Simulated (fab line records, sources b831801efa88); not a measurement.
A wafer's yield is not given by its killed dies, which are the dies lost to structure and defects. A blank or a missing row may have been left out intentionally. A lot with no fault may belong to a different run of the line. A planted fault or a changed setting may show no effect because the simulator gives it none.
fab line records	flow sky130
record: lots: 12	wafers: 35	last-day: 50
route steps=708 shown FIELD_ISO@5 DNWELL@43 PAD_OPEN@708
lots that met no fault: taken from a fault-free run of the same line
start-h: the number of hours between the record's first day and the start of the first shown wafer of the lot	wait-h: hours since the lot's step before	" as in the row above	L1.1+2: a row that stands for several wafers	- either no value or no given start	* or withheld: withheld	< > ~ a bound
route shown NAME@n: names a module that has steps shown in the file, with the first one's number in the route	usual: mean and standard deviation over wafers with no fault	same: alike in all rows	chamber/n: place in a boat	sites: per-site readings	_std_site: the standard deviation of these	_edge_site: mean of outer sites minus mean of inner sites	radius-mm: how far each site lies from the wafer's centre	mask NAME#n: copy n	behind: the most recent tool/chamber to have shaped the wafer	hold: the reason the lot was held/the length of the hold in hours/how it ended	device: the n, p or np transistor that did not switch	end of line: tests run on the same wafers once the route is complete	where a step has no rows: the recipe by itself	killed: count of dies lost to structure and defects at first sort (not the wafer's yield)	map: a wafer's dies, marking killed ones x, the rest . and places with no die _
set.NAME: the run value of the setting; set.NAME@STEP: its run value at that earlier step	model.NAME: the simulator's own value behind a step, which no gauge read
one table for each step of the route and one row for each wafer, over a sample of lots
services: from which hour (start-h, from the record's first day; less than 0 if before it) a tool's chamber was out of use, for how many hours, and why
== steps ==
step: SKY_FIELD_ISO_THK_MEAS_04
recipe: reads: Si3N4_of_FIELD_ISO_CVD_03
usual: FIELD_ISO_CVD_03_THK: 164.1/1.8
lot.wafer	tool	chamber	start-h	wait-h	FIELD_ISO_CVD_03_THK[nm]
L694.1	film-metro-01	-	30.53	0.0	164.5
L694.4	"	-	"	"	166.3
L694.5	"	-	"	"	166.4
L696.1	film-metro-03	-	40.25	0.0	162.3
L696.5	"	-	"	"	161.2
L696.6	"	-	"	"	159.3
L697.1	film-metro-03	-	47.90	0.0	162.4
L697.3	"	-	"	"	162.2
L697.4	"	-	"	"	162.1
L698.2	film-metro-01	-	50.74	0.0	160.3
L698.5	"	-	"	"	160.5
L698.6	"	-	"	"	160.7
L699.2	film-metro-04	-	54.79	0.0	166.2
L699.5	"	-	"	"	165.9
L699.6	"	-	"	"	164.6
L700.1	film-metro-01	-	59.20	0.0	161.4
L700.5	"	-	"	"	161.1
L700.6	"	-	"	"	162.7
L701.1	film-metro-01	-	63.48	0.0	163.6
L701.3	"	-	"	"	163.8
L701.5	"	-	"	"	163.5
L702.1	film-metro-04	-	68.88	0.0	162.1
L702.4	"	-	"	"	162.7
L702.6	"	-	"	"	163.2
L703.1	film-metro-01	-	74.42	0.0	163.7
L703.3	"	-	"	"	164.2
L703.5	"	-	"	"	164.9
L704.2	film-metro-03	-	81.03	0.0	164.3
L704.3	"	-	"	"	162.0
L704.6	"	-	"	"	164.3
L705.1	film-metro-03	-	85.06	0.0	164.8
L705.3	"	-	"	"	163.4
L705.5	"	-	"	"	165.0
L711.1	film-metro-03	-	113.48	0.0	166.8
L711.4	"	-	"	"	166.0
step: SKY_FIELD_ISO_ETCH_17
recipe: target-depth-a: 3420	mask-material: Si3N4	chemistry: HBr/Cl2/O2	target: Si	taper-deg: 5	icp-w: 600	bias-w: 150	pressure-mtorr: 15	HBr_flow_sccm: 150	Cl2_flow_sccm: 40	O2_flow_sccm: 6	time-s: 97.7
usual: drypump-motor-current-A: 5.6/0.45	oes-product-au: 1.002/0.0083	rf-fwd-power-W: 596.7/2	run-length-s: 126.1/0.4	throttle-valve-pct: 25.653/0.01
lot.wafer	tool	chamber	start-h	wait-h	drypump-motor-current-A	oes-product-au	rf-fwd-power-W	rf-hours-counter-h	run-length-s	throttle-valve-pct
L694.1	rie-si-02	0	33.02	0.1	5.5	1.005	601.3	3	126.9	25.644
L694.4	"	3	"	"	6.2	1.005	599.4	147	126.6	25.636
L694.5	"	0	"	"	5.5	1.008	598.7	-	126.6	25.653
L696.1	rie-si-02	3	55.04	0.1	6.1	1.006	596.0	147	126.9	25.645
L696.5	"	1	"	"	6.0	1.010	592.6	-	126.1	25.669
L696.6	"	2	"	"	5.1	1.010	595.0	-	125.5	25.644
L697.1	rie-si-01	3	64.17	0.1	4.8	0.995	597.7	87	125.7	25.655
L697.3	"	1	"	"	5.7	0.993	599.3	106	126.2	25.672
L697.4	"	0	"	"	6.0	0.988	595.3	83	126.3	25.645
L698.2	rie-si-02	2	67.82	0.1	5.1	1.011	596.6	15	125.5	25.642
L698.5	"	0	"	"	5.4	1.003	601.6	-	127.3	25.649
L698.6	"	1	"	"	6.0	1.008	596.7	-	125.9	25.646
L699.2	rie-si-01	2	72.07	0.1	6.1	1.012	593.4	2	125.8	25.640
L699.5	"	1	"	"	5.7	1.013	602.0	-	126.3	25.655
L699.6	"	0	"	"	6.0	0.999	600.0	-	126.3	25.641
L700.1	rie-si-02	1	77.68	0.1	6.0	0.997	596.1	3	126.1	25.649
L700.5	"	2	"	"	5.1	1.005	596.7	-	125.3	25.669
L700.6	"	1	"	"	5.9	1.019	597.5	-	126.5	25.645
L701.1	rie-si-01	0	80.64	0.1	6.0	0.989	597.2	84	126.6	25.660
L701.3	"	2	"	"	6.0	0.999	594.6	2	125.6	25.663
L701.5	"	1	"	"	5.7	1.001	598.9	-	125.9	25.661
L702.1	rie-si-02	3	86.48	0.1	6.1	0.992	597.1	147	126.4	25.648
L702.4	"	2	"	"	5.1	1.003	596.8	15	125.4	25.659
L702.6	"	1	"	"	6.0	1.018	593.2	-	126.2	25.643
L703.1	rie-si-01	3	91.24	0.1	4.8	1.011	593.8	87	126.0	25.656
L703.3	"	0	"	"	6.0	1.000	597.9	84	126.1	25.680
L703.5	"	3	"	"	4.8	0.998	593.1	-	125.7	25.641
L704.2	rie-si-01	0	98.82	0.1	6.0	1.000	595.5	84	126.2	25.669
L704.3	"	1	"	"	5.7	1.002	598.5	106	126.4	25.658
L704.6	"	2	"	"	6.0	1.000	595.7	-	126.3	25.662
L705.1	rie-si-02	1	102.98	0.1	5.9	0.999	596.4	3	125.9	25.658
L705.3	"	2	"	"	5.1	0.998	599.4	16	125.8	25.651
L705.5	"	2	"	"	5.1	1.004	599.8	-	126.0	25.653
L711.1	rie-si-01	0	133.38	0.1	6.0	1.004	596.5	84	126.1	25.644
L711.4	"	2	"	"	6.0	1.011	596.3	3	128.4	25.640
step: SKY_FIELD_ISO_CMP_27
recipe: stop-on: Si3N4	t-overpolish-s: 16	down-force-psi: 4	platen-rpm: 60	target-thk-nm: 457.8	pad-velocity-m-s: 0.94248
usual: motor-current-A: 11.9/1.1	overpolish-run-s: 16.000/0.0084	time-to-endpoint-s: 113/3.2
lot.wafer	tool	chamber	start-h	wait-h	motor-current-A	overpolish-run-s	time-to-endpoint-s
L694.1	cmp-01	3	41.44	0.7	11.6	16.008	114
L694.4	"	0	"	"	9.8	16.003	113
L694.5	"	1	"	"	11.9	16.002	115
L696.1	cmp-01	2	60.22	0.0	12.0	16.006	111
L696.5	"	2	"	"	11.7	15.994	114
L696.6	"	3	"	"	12.7	16.011	113
L697.3	cmp-02	0	67.38	0.0	12.1	15.984	107
L697.1	"	1	"	"	10.5	15.991	113
L697.4	"	3	"	"	12.2	15.996	115
L698.2	cmp-02	3	71.14	0.1	13.0	15.995	119
L698.5	"	1	"	"	10.1	15.998	113
L698.6	"	2	"	"	13.2	16.005	108
L699.2	cmp-02	2	75.96	0.1	13.9	15.989	108
L699.6	"	1	"	"	11.1	15.992	110
L699.5	"	2	"	"	13.6	16.009	110
L700.1	cmp-02	2	82.65	0.1	13.4	15.999	112
L700.6	"	0	"	"	12.2	15.999	116
L700.5	"	1	"	"	10.5	15.992	114
L701.1	cmp-01	1	86.47	0.0	12.6	16.011	112
L701.3	"	3	"	"	13.2	15.993	108
L701.5	"	2	"	"	11.7	16.004	107
L702.1	cmp-01	3	90.96	0.1	12.4	16.006	115
L702.4	"	0	"	"	9.6	15.989	113
L702.6	"	3	"	"	12.3	16.007	113
L703.1	cmp-01	2	94.55	0.1	12.6	16.003	112
L703.3	"	3	"	"	12.5	16.010	109
L703.5	"	1	"	"	12.1	15.997	113
L704.3	cmp-01	3	102.82	0.1	12.7	15.997	115
L704.2	"	0	"	"	10.1	16.004	116
L704.6	"	3	"	"	12.7	16.005	115
L705.3	cmp-01	3	106.26	0.1	12.4	16.000	114
L705.1	"	0	"	"	10.3	16.005	111
L705.5	"	3	"	"	11.5	16.003	112
L711.1	cmp-01	3	141.32	0.1	12.3	15.996	113
L711.4	"	0	"	"	10.0	16.005	109
step: SKY_DNWELL_STRIP_08
recipe: chemistry: O2/N2	power-w: 1400	pressure-mtorr: 1500	platen-temp-c: withheld	o2-flow-sccm: 3000	n2-flow-sccm: 300	overash-fraction: 0.5
usual: drypump-motor-current-A: 5.9/0.52	oes-product-au: 0.722/0.0044	strip-time-to-endpoint-s: 36.95/0.081
lot.wafer	tool	chamber	start-h	wait-h	drypump-motor-current-A	oes-product-au	rf-hours-counter-h	strip-time-to-endpoint-s
L694.1	plasma-asher-02	0	63.21	0.1	6.4	0.725	25	36.80
L694.4	"	0	"	"	6.4	0.728	-	36.80
L694.5	"	0	"	"	6.4	0.720	-	36.92
L696.1	plasma-asher-03	1	79.77	0.1	5.3	0.718	38	36.98
L696.5	"	1	"	"	5.4	0.719	-	36.96
L696.6	"	0	"	"	5.7	0.722	-	37.02
L697.1	plasma-asher-04	0	86.45	0.1	6.3	0.725	41	37.03
L697.3	"	1	"	"	5.1	0.723	-	37.04
L697.4	"	0	"	"	6.3	0.725	-	37.06
L698.2	plasma-asher-02	1	90.71	0.1	6.3	0.723	28	36.89
L698.5	"	0	"	"	6.4	0.720	-	36.96
L698.6	"	1	"	"	6.3	0.720	-	36.92
L699.2	plasma-asher-02	0	96.02	0.1	6.4	0.716	28	37.02
L699.5	"	0	"	"	6.4	0.723	-	36.94
L699.6	"	1	"	"	6.3	0.727	-	37.11
L700.1	plasma-asher-04	0	104.47	0.1	6.3	0.727	42	36.96
L700.5	"	1	"	"	5.0	0.729	-	37.02
L700.6	"	0	"	"	6.3	0.722	-	36.98
L701.1	plasma-asher-03	1	108.46	0.1	5.3	0.727	41	36.95
L701.3	"	1	"	"	5.3	0.733	-	36.86
L701.5	"	1	"	"	5.3	0.715	-	36.75
L702.1	plasma-asher-04	1	113.00	0.1	5.0	0.723	43	37.11
L702.4	"	1	"	"	5.1	0.721	-	37.02
L702.6	"	0	"	"	6.3	0.720	-	37.11
L703.1	plasma-asher-04	0	117.51	0.1	6.3	0.729	44	36.93
L703.3	"	0	"	"	6.3	0.726	-	36.99
L703.5	"	0	"	"	6.3	0.714	-	36.94
L704.2	plasma-asher-03	0	124.32	0.1	5.7	0.715	1	37.07
L704.3	"	1	"	"	5.3	0.725	-	37.03
L704.6	"	1	"	"	5.3	0.727	-	36.99
L705.1	plasma-asher-04	1	127.91	0.1	5.1	0.727	45	36.92
L705.3	"	0	"	"	6.3	0.718	-	36.81
L705.5	"	1	"	"	5.1	0.717	-	36.91
L711.1	plasma-asher-02	0	170.11	0.1	6.4	0.722	36	36.82
L711.4	"	0	"	"	6.4	0.733	-	36.87
step: SKY_PAD_OPEN_PROBE_99
usual: killed_at_M0_to_M3: 43/6.6	killed_at_M4_up: 3.2/1.8	killed-at-contacts: 24/5	killed-at-front-end: 15/4.5	killed-at-other: 0.2/0.46	killed-dies: 86/8.8	killed-open: 48/6.6	killed-short: 38/6.1
same: gross-dies: 492	killed-at-back-side: 0
lot.wafer	tool	chamber	start-h	wait-h	killed_at_M0_to_M3	killed_at_M4_up	killed-at-contacts	killed-at-front-end	killed-at-other	killed-dies	killed-open	killed-short
L694.1	prober-01	-	1106.04	0.1	44	4	21	17	0	86	51	35
L694.4	prober-01	-	1106.19	0.2	51	3	18	12	0	84	39	45
L694.5	prober-01	-	1106.24	0.2	37	4	22	17	0	80	42	38
L696.1	prober-01	-	1110.89	0.1	46	2	28	14	0	90	54	36
L696.5	prober-01	-	1111.09	0.2	48	2	32	16	0	98	55	43
L696.6	prober-01	-	1111.14	0.2	42	5	24	18	0	89	49	40
L697.1	prober-02	-	1113.93	0.1	33	4	28	15	1	81	45	36
L697.3	prober-02	-	1114.03	0.2	60	2	22	8	1	93	51	42
L697.4	prober-02	-	1114.08	0.2	43	5	28	14	0	90	40	50
L698.2	prober-01	-	1128.88	0.1	56	4	26	14	0	100	53	47
L698.5	prober-01	-	1129.03	0.2	51	2	24	8	0	85	54	31
L698.6	prober-01	-	1129.08	0.2	53	3	20	13	0	89	53	36
L699.2	prober-01	-	1136.89	0.1	46	3	21	15	1	86	45	41
L699.5	prober-01	-	1137.04	0.2	42	5	24	15	0	86	48	38
L699.6	prober-01	-	1137.09	0.2	45	3	16	14	1	79	47	32
L700.1	prober-02	-	1139.79	0.1	41	1	31	13	1	87	53	34
L700.5	prober-02	-	1139.99	0.2	39	2	23	17	0	81	38	43
L700.6	prober-02	-	1140.04	0.2	35	5	24	15	0	79	50	29
L701.1	prober-01	-	1146.39	0.1	55	1	24	25	1	106	61	45
L701.3	prober-01	-	1146.49	0.2	36	1	30	22	0	89	50	39
L701.5	prober-01	-	1146.59	0.2	44	5	32	15	0	96	56	40
L702.1	prober-02	-	1148.80	0.1	52	3	20	13	0	88	44	44
L702.4	prober-02	-	1148.95	0.2	41	1	24	28	0	94	46	48
L702.6	prober-02	-	1149.05	0.2	34	6	14	11	0	65	38	27
L704.2	prober-01	-	1178.53	0.1	53	4	17	14	1	89	42	47
L704.3	prober-01	-	1178.58	0.2	45	5	31	16	0	97	62	35
L704.6	prober-01	-	1178.73	0.2	48	3	30	14	1	96	56	40
L703.1	prober-02	-	1182.61	0.1	39	2	32	12	0	85	50	35
L703.3	prober-02	-	1182.71	0.2	41	2	32	18	0	93	54	39
L703.5	prober-02	-	1182.81	0.2	33	1	20	17	0	71	43	28
L705.1	prober-01	-	1183.26	0.1	51	1	24	8	0	84	46	38
L705.3	prober-01	-	1183.36	0.2	52	3	30	18	0	103	52	51
L705.5	prober-01	-	1183.46	0.2	49	4	29	11	0	93	60	33
L711.1	prober-01	-	1194.69	0.1	49	2	25	11	0	87	49	38
L711.4	prober-01	-	1194.84	0.2	47	5	24	15	1	92	52	40
killed by level:class
L694.1 VIA1:geometric-particle:open=13 VIA2:geometric-particle:open=7 LI_CONTACT:geometric-particle:open=6 CONTACT:geometric-particle:open=6 FIELD_ISO:geometric-particle:open=5 POLY_GATE:geometric-particle:open=5 CONTACT:geometric-particle:short=5 METAL1:geometric-particle:short=5
L694.4 VIA1:geometric-particle:open=11 VIA3:geometric-particle:open=8 VIA1:geometric-particle:short=7 CONTACT:geometric-particle:open=6 METAL2:geometric-particle:short=5 VIA3:geometric-particle:short=5 FIELD_ISO:geometric-particle:short=4 POLY_GATE:geometric-particle:short=4
L694.5 CONTACT:geometric-particle:open=8 VIA1:geometric-particle:open=8 VIA3:geometric-particle:open=8 FIELD_ISO:geometric-particle:short=5 METAL2:geometric-particle:short=5 VIA2:geometric-particle:open=5 POLY_GATE:geometric-particle:open=4 CONTACT:geometric-particle:short=4
L696.1 CONTACT:geometric-particle:open=12 VIA1:geometric-particle:open=10 VIA3:geometric-particle:open=6 VIA1:geometric-particle:short=6 VIA2:geometric-particle:open=6 CONTACT:geometric-particle:short=5 LI_CONTACT:geometric-particle:short=5 LI_CONTACT:geometric-particle:open=5
L696.5 CONTACT:geometric-particle:open=13 VIA1:geometric-particle:open=9 VIA3:geometric-particle:open=9 VIA2:geometric-particle:open=7 CONTACT:geometric-particle:short=7 METAL1:geometric-particle:short=7 VIA1:geometric-particle:short=6 LI_CONTACT:geometric-particle:open=5
L696.6 VIA1:geometric-particle:open=11 CONTACT:geometric-particle:open=9 CONTACT:geometric-particle:short=7 VIA2:geometric-particle:open=7 FIELD_ISO:geometric-particle:open=5 FIELD_ISO:geometric-particle:short=5 VIA3:geometric-particle:open=5 LI_CONTACT:geometric-particle:open=5
L697.1 CONTACT:geometric-particle:open=12 LI_CONTACT:geometric-particle:open=8 VIA1:geometric-particle:open=7 VIA1:geometric-particle:short=6 METAL2:geometric-particle:short=5 FIELD_ISO:geometric-particle:short=4 CONTACT:geometric-particle:short=4 VIA2:geometric-particle:open=4
L697.3 VIA1:geometric-particle:open=19 CONTACT:geometric-particle:open=12 VIA1:geometric-particle:short=9 VIA3:geometric-particle:open=7 VIA2:geometric-particle:open=6 METAL1:geometric-particle:short=5 METAL2:geometric-particle:short=5 VIA2:geometric-particle:short=4
L697.4 VIA1:geometric-particle:open=11 CONTACT:geometric-particle:open=9 METAL1:geometric-particle:short=9 LI_CONTACT:geometric-particle:open=7 POLY_GATE:geometric-particle:short=6 LOCAL_INTERCONNECT:geometric-particle:short=6 FIELD_ISO:geometric-particle:open=5 CONTACT:geometric-particle:short=5
L698.2 VIA1:geometric-particle:open=11 CONTACT:geometric-particle:open=9 METAL1:geometric-particle:short=7 METAL2:geometric-particle:short=7 VIA3:geometric-particle:open=6 FIELD_ISO:geometric-particle:open=5 VIA2:geometric-particle:open=5 FIELD_ISO:geometric-particle:short=4
L698.5 VIA1:geometric-particle:open=12 CONTACT:geometric-particle:open=11 VIA2:geometric-particle:open=9 LI_CONTACT:geometric-particle:open=6 METAL1:geometric-particle:short=6 VIA3:geometric-particle:open=6 METAL2:geometric-particle:short=5 VIA1:geometric-particle:short=4
L698.6 VIA1:geometric-particle:open=14 VIA2:geometric-particle:open=13 LI_CONTACT:geometric-particle:open=6 VIA1:geometric-particle:short=6 METAL2:geometric-particle:short=6 FIELD_ISO:geometric-particle:open=5 FIELD_ISO:geometric-particle:short=5 CONTACT:geometric-particle:open=5
L699.2 VIA1:geometric-particle:open=14 CONTACT:geometric-particle:open=9 METAL1:geometric-particle:short=8 VIA3:geometric-particle:open=5 VIA1:geometric-particle:short=5 SPACER:geometric-particle:short=4 LI_CONTACT:geometric-particle:short=4 METAL2:geometric-particle:short=4
L699.5 VIA1:geometric-particle:open=9 CONTACT:geometric-particle:open=9 METAL1:geometric-particle:short=8 VIA2:geometric-particle:open=8 VIA3:geometric-particle:open=7 LOCAL_INTERCONNECT:geometric-particle:short=6 FIELD_ISO:geometric-particle:open=4 LI_CONTACT:geometric-particle:open=4
L699.6 VIA1:geometric-particle:open=11 VIA2:geometric-particle:open=9 VIA3:geometric-particle:open=7 POLY_GATE:geometric-particle:open=6 CONTACT:geometric-particle:open=6 VIA1:geometric-particle:short=5 FIELD_ISO:geometric-particle:short=4 POLY_GATE:geometric-particle:short=4
L700.1 LI_CONTACT:geometric-particle:open=11 VIA1:geometric-particle:open=11 VIA2:geometric-particle:open=9 CONTACT:geometric-particle:short=8 CONTACT:geometric-particle:open=6 METAL2:geometric-particle:short=6 VIA3:geometric-particle:open=5 FIELD_ISO:geometric-particle:open=4
L700.5 VIA1:geometric-particle:open=9 CONTACT:geometric-particle:open=7 VIA2:geometric-particle:open=7 FIELD_ISO:geometric-particle:short=6 LOCAL_INTERCONNECT:geometric-particle:short=6 VIA3:geometric-particle:open=6 CONTACT:geometric-particle:short=5 METAL1:geometric-particle:short=5
L700.6 CONTACT:geometric-particle:open=11 VIA3:geometric-particle:open=9 VIA1:geometric-particle:open=8 LOCAL_INTERCONNECT:geometric-particle:short=7 VIA2:geometric-particle:open=6 SPACER:geometric-particle:short=5 FIELD_ISO:geometric-particle:open=4 LI_CONTACT:geometric-particle:open=4
L701.1 VIA1:geometric-particle:open=15 VIA2:geometric-particle:open=9 CONTACT:geometric-particle:open=8 VIA3:geometric-particle:open=7 FIELD_ISO:geometric-particle:open=5 FIELD_ISO:geometric-particle:short=5 POLY_GATE:geometric-particle:short=5 METAL1:geometric-particle:short=5
L701.3 CONTACT:geometric-particle:open=14 LI_CONTACT:geometric-particle:open=7 VIA1:geometric-particle:open=7 METAL2:geometric-particle:short=6 METAL1:geometric-particle:short=5 VIA2:geometric-particle:open=5 FIELD_ISO:geometric-particle:open=4 POLY_GATE:geometric-particle:open=4
L701.5 LI_CONTACT:geometric-particle:open=12 CONTACT:geometric-particle:open=12 METAL2:geometric-particle:short=11 VIA1:geometric-particle:open=8 VIA2:geometric-particle:open=7 VIA3:geometric-particle:open=5 FIELD_ISO:geometric-particle:short=4 FIELD_ISO:geometric-particle:open=4
L702.1 VIA1:geometric-particle:open=12 METAL1:geometric-particle:short=10 VIA2:geometric-particle:open=9 CONTACT:geometric-particle:open=7 METAL2:geometric-particle:short=7 CONTACT:geometric-particle:short=5 POLY_GATE:geometric-particle:open=4 VIA1:geometric-particle:short=4
L702.4 CONTACT:geometric-particle:open=11 FIELD_ISO:geometric-particle:open=9 POLY_GATE:geometric-particle:short=9 VIA3:geometric-particle:short=8 VIA1:geometric-particle:open=8 CONTACT:geometric-particle:short=6 LI_CONTACT:geometric-particle:open=4 METAL1:geometric-particle:short=4
L702.6 VIA1:geometric-particle:open=7 CONTACT:geometric-particle:open=7 VIA3:geometric-particle:open=6 VIA2:geometric-particle:open=6 METAL4:geometric-particle:short=5 METAL1:geometric-particle:short=5 FIELD_ISO:geometric-particle:open=4 LOCAL_INTERCONNECT:geometric-particle:short=3
L704.2 VIA1:geometric-particle:open=9 METAL2:geometric-particle:short=8 VIA3:geometric-particle:open=8 VIA1:geometric-particle:short=7 CONTACT:geometric-particle:open=6 CONTACT:geometric-particle:short=6 VIA2:geometric-particle:open=5 FIELD_ISO:geometric-particle:short=4
L704.3 CONTACT:geometric-particle:open=13 VIA1:geometric-particle:open=12 LI_CONTACT:geometric-particle:open=9 METAL2:geometric-particle:short=6 VIA2:geometric-particle:open=6 FIELD_ISO:geometric-particle:short=5 VIA3:geometric-particle:open=5 CONTACT:geometric-particle:short=4
L704.6 CONTACT:geometric-particle:open=12 LI_CONTACT:geometric-particle:open=11 METAL2:geometric-particle:short=9 VIA1:geometric-particle:open=9 VIA2:geometric-particle:open=8 METAL1:geometric-particle:short=5 VIA2:geometric-particle:short=5 FIELD_ISO:geometric-particle:short=4
L703.1 CONTACT:geometric-particle:open=12 LI_CONTACT:geometric-particle:open=9 VIA1:geometric-particle:open=9 LOCAL_INTERCONNECT:geometric-particle:short=5 CONTACT:geometric-particle:short=5 METAL1:geometric-particle:short=5 VIA3:geometric-particle:open=5 METAL1:geometric-particle:open=4
L703.3 VIA1:geometric-particle:open=14 CONTACT:geometric-particle:open=8 LI_CONTACT:geometric-particle:open=8 FIELD_ISO:geometric-particle:open=6 FIELD_ISO:geometric-particle:short=6 LOCAL_INTERCONNECT:geometric-particle:short=6 LI_CONTACT:geometric-particle:short=5 METAL1:geometric-particle:short=5
L703.5 CONTACT:geometric-particle:open=11 VIA2:geometric-particle:open=9 FIELD_ISO:geometric-particle:open=6 METAL1:geometric-particle:short=6 FIELD_ISO:geometric-particle:short=5 VIA1:geometric-particle:open=5 POLY_GATE:geometric-particle:open=4 VIA1:geometric-particle:short=4
L705.1 CONTACT:geometric-particle:open=10 VIA1:geometric-particle:short=8 LI_CONTACT:geometric-particle:open=8 VIA1:geometric-particle:open=8 VIA2:geometric-particle:open=7 METAL1:geometric-particle:open=5 METAL1:geometric-particle:short=5 METAL2:geometric-particle:short=5
L705.3 CONTACT:geometric-particle:open=12 VIA1:geometric-particle:open=10 METAL2:geometric-particle:short=7 VIA2:geometric-particle:open=7 CONTACT:geometric-particle:short=7 VIA3:geometric-particle:open=7 VIA1:geometric-particle:short=6 POLY_GATE:geometric-particle:short=5
L705.5 CONTACT:geometric-particle:open=12 VIA2:geometric-particle:open=12 VIA1:geometric-particle:open=11 LI_CONTACT:geometric-particle:open=10 METAL1:geometric-particle:short=6 METAL2:geometric-particle:short=5 FIELD_ISO:geometric-particle:open=4 POLY_GATE:geometric-particle:open=4
L711.1 VIA1:geometric-particle:open=12 LI_CONTACT:geometric-particle:open=8 VIA1:geometric-particle:short=7 CONTACT:geometric-particle:open=7 CONTACT:geometric-particle:short=6 VIA2:geometric-particle:open=6 VIA3:geometric-particle:open=6 VIA3:geometric-particle:short=5
L711.4 VIA1:geometric-particle:open=12 CONTACT:geometric-particle:open=8 VIA2:geometric-particle:open=7 VIA3:geometric-particle:open=7 VIA1:geometric-particle:short=6 LI_CONTACT:geometric-particle:open=6 POLY_GATE:geometric-particle:short=5 METAL1:geometric-particle:short=4
== services ==
tool	chamber	start-h	hours	kind
cmp-02	-	25.09	3.8	pm
rie-si-01	-	31.58	2.4	repair
cmp-01	-	37.82	3.5	repair
cmp-02	-	44.29	6.0	pm
cmp-01	-	64.16	4.0	pm
cmp-01	-	68.16	-	consumable-replace:conditioner
cmp-01	-	68.16	-	consumable-replace:pad
cmp-01	-	78.92	1.6	repair
cmp-02	-	84.70	11.5	pm
rie-si-02	3	93.88	-	clean
rie-si-02	3	93.88	23.9	scheduled-down
rie-si-02	3	93.88	23.9	vent-cycle
cmp-01	-	96.79	4.4	pm
cmp-02	-	100.25	16.8	repair
plasma-asher-03	-	108.75	9.0	pm
plasma-asher-03	0	108.75	9.0	vent-cycle
plasma-asher-03	1	108.75	9.0	vent-cycle
plasma-asher-03	0	117.75	-	clean
plasma-asher-03	1	117.75	-	clean
cmp-02	-	120.92	2.5	repair
cmp-02	-	135.35	0.5	repair
rie-si-01	2	150.08	22.3	repair
plasma-asher-04	-	155.72	13.8	repair
rie-si-01	1	157.38	12.7	repair
== key ==
first-sign: step: SKY_FIELD_ISO_ETCH_17	reading: run-length-s	direction: up	sigmas: 5.7	usual: *	struck: *
effect none on later readings
met-at SKY_FIELD_ISO_ETCH_17
struck-lots L711
struck-wafers L711.4
tester-left-out L711
not-acting-at SKY_FIELD_ISO_THK_MEAS_04,SKY_FIELD_ISO_CMP_27,SKY_DNWELL_STRIP_08
onset-between 98.82 133.38
fault: kind: process-parameter-drift	tool: rie-si-01	chamber: -	onset-h: 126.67	steps: SKY_FIELD_ISO_ETCH_17	channel: time-s	offset: *	shape: step	end-h: 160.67	scope: struck-wafers-only	acts-in: *	stated: *
tester-left-out: of these lots the tester's yield and bins aren't shown, on N5 and GAA mostly nor the transistor test; their killed dies are dies lost to structure and defects alone, not to doping, threshold or leakage, so they don't give the yield
